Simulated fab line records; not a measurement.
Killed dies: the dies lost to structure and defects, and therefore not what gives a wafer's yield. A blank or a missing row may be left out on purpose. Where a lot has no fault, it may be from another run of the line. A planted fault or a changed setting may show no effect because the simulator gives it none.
Which tool was responsible? :: flow sky130 :: 30 wafers from 10 lots sampled at 2 of the route's 708 steps

## WHAT EACH GAUGE READ, for each wafer
SKY_POLY_GATE_THK_MEAS_21.
lot: L331
measured: day 16 15:34
on: film-metro-03
POLY_GATE_OXIDATION_THK (nm): 4.00 4.01 4.02

lot: L332
measured: day 17 08:15
on: film-metro-02
POLY_GATE_OXIDATION_THK (nm): 4.01 4.01 3.90

lot: L334
measured: day 18 12:16
on: film-metro-02
POLY_GATE_OXIDATION_THK (nm): 3.96 4.06 3.87

lot: L338
measured: day 20 02:56
on: film-metro-02
POLY_GATE_OXIDATION_THK (nm): 3.97 3.91 3.90

lot: L340
measured: day 20 12:22
on: film-metro-03
POLY_GATE_OXIDATION_THK (nm): 3.96 3.97 3.97

lot: L342
measured: day 21 02:22
on: film-metro-01
POLY_GATE_OXIDATION_THK (nm): 2.63 2.71 2.68

lot: L343
measured: day 21 10:03
on: film-metro-03
POLY_GATE_OXIDATION_THK (nm): 2.76 2.77 2.81

lot: L347
measured: day 23 06:53
on: film-metro-03
POLY_GATE_OXIDATION_THK (nm): 4.03 3.96 3.97

lot: L346
measured: day 23 08:30
on: film-metro-01
POLY_GATE_OXIDATION_THK (nm): 4.00 4.02 4.11

lot: L352
measured: day 24 13:50
on: film-metro-03
POLY_GATE_OXIDATION_THK (nm): 4.18 4.09 4.00

## WHICH TOOL RAN EACH LOT (tool, then ch and the chambers of the sampled wafers, then the start)
lot: L331
SKY_POLY_GATE_OXIDATION_20: furnace-02 ch 0, day 16 14:19

lot: L332
SKY_POLY_GATE_OXIDATION_20: furnace-02 ch 0, day 17 07:00

lot: L334
SKY_POLY_GATE_OXIDATION_20: furnace-01 ch 0, day 18 11:01

lot: L338
SKY_POLY_GATE_OXIDATION_20: furnace-01 ch 0, day 20 01:34

lot: L340
SKY_POLY_GATE_OXIDATION_20: furnace-01 ch 0, day 20 11:07

lot: L342
SKY_POLY_GATE_OXIDATION_20: furnace-01 ch 0, day 21 01:05

lot: L343
SKY_POLY_GATE_OXIDATION_20: furnace-01 ch 0, day 21 08:47

lot: L347
SKY_POLY_GATE_OXIDATION_20: furnace-02 ch 0, day 23 05:38

lot: L346
SKY_POLY_GATE_OXIDATION_20: furnace-02 ch 0, day 23 07:14

lot: L352
SKY_POLY_GATE_OXIDATION_20: furnace-02 ch 0, day 24 12:35
- SKY_POLY_GATE_OXIDATION_20: stabilise 600 s, purge 300 s, target thk 4 nm.

## THE ANSWER, worked out from the rows above alone
Rule: what is usual is taken from the lots themselves. Put in order of their means at a reading, lots are off if they are a third of the lots or fewer, leave a main group of 4 or more, and stand apart from it by a gap of 3 or more times the standard deviation of the main group's means; of several such gaps the widest counts. A main group whose means are all the same, to the digits that the tables above print for the reading, isn't used. A lot without any number at a reading at which 4 lots or more have one is off too. Any other lot the step has rows for is counted as sound.
Off: at SKY_POLY_GATE_THK_MEAS_21 (POLY_GATE_OXIDATION_THK), L342, L343. For the main group the mean is 4.00 nm and the standard deviation 0.048.
If a tool, at a process step before that reading, ran all the lots that are off and no sound lot after the first of them, it fits. The gauges at SKY_POLY_GATE_THK_MEAS_21 are tried like those tools. One fits: furnace-01 at SKY_POLY_GATE_OXIDATION_20. Its last sound lot is L340 (day 20 11:07), its first lot that is off L342 (day 21 01:05): a fault that began between those two fits.

## WHAT THE SIMULATOR PUT IN
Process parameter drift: furnace-01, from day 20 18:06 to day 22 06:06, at SKY_POLY_GATE_OXIDATION_20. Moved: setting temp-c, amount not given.
Lots struck among those shown: L342, L343. Same finding as the rule above.
